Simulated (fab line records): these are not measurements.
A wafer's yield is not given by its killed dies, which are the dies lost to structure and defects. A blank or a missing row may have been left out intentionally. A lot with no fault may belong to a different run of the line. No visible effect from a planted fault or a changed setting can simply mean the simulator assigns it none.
Which of the tools did it? ; flow gf180mcu ; 18 wafers from 6 lots sampled at 4 of the route's 602 steps

WHAT THE GAUGES SHOWED, per wafer
GF_M3_THK_MEAS_06: measures by xrf.
lot;measured;on;M3_ALCU_THK (nm)
L870;day 22 04:58;film_metro-04;467 460 457
L873;day 23 13:40;film_metro-02;448 455 451
L876;day 24 12:44;film_metro-04;449 458 453
L878;day 24 23:07;film_metro-01;459 463 455
L882;day 26 06:44;film_metro-01;452 445 446
L887;day 27 14:12;film_metro-01;461 462 454

WHICH TOOL RAN EACH LOT (tool, then ch and the chambers of the sampled wafers, then the start)
lot;GF_HV_LDD_COAT_14;GF_HV_LDD_STRIP_22;GF_M1_METAL_ETCH_16
L870;litho_track-03 ch 0, day 11 20:11;plasma_asher-01 ch 0,1, day 12 06:07;rie_metal-04 ch 0,1, day 18 22:19
L873;litho_track-02 ch 0, day 12 23:13;plasma_asher-04 ch 0,1, day 13 09:32;rie_metal-01 ch 0,1, day 20 08:10
L876;litho_track-02 ch 0, day 13 18:47;plasma_asher-01 ch 0,1, day 14 05:03;rie_metal-03 ch 0,1, day 21 08:43
L878;litho_track-03 ch 0, day 14 05:34;plasma_asher-02 ch 0,1, day 14 16:20;rie_metal-01 ch 1, day 21 20:07
L882;litho_track-02 ch 0, day 15 12:16;plasma_asher-04 ch 0,1, day 15 23:41;rie_metal-03 ch 0,1, day 23 06:38
L887;litho_track-03 ch 0, day 16 22:46;plasma_asher-04 ch 0,1, day 17 11:07;rie_metal-03 ch 0,1, day 24 16:43
- GF_HV_LDD_COAT_14: resist thk 1000 nm.
- GF_HV_LDD_STRIP_22: strips in O2/N2.
- GF_M1_METAL_ETCH_16: etches the open film in Cl2/BCl3, stops on SiO2, target depth 750.8 nm, time 125.1 s.

THE ANSWER, worked out from the rows above alone
Rule: the usual values come from the lots themselves. Put in order of their means at a reading, lots are off if they are a third of the lots or fewer, leave a main group of 4 or more, and stand apart from it by a gap of 3 or more times the standard deviation of the main group's means; of several such gaps the widest counts. A main group whose means are all the same, to the digits that the tables above print for the reading, isn't used. A lot without any number at a reading at which 4 lots or more have one is off too. Any other lot the step has rows for is counted as sound.
No lot is off at any reading shown: from this, nothing can be told.

WHAT THE SIMULATOR HAD INSERTED
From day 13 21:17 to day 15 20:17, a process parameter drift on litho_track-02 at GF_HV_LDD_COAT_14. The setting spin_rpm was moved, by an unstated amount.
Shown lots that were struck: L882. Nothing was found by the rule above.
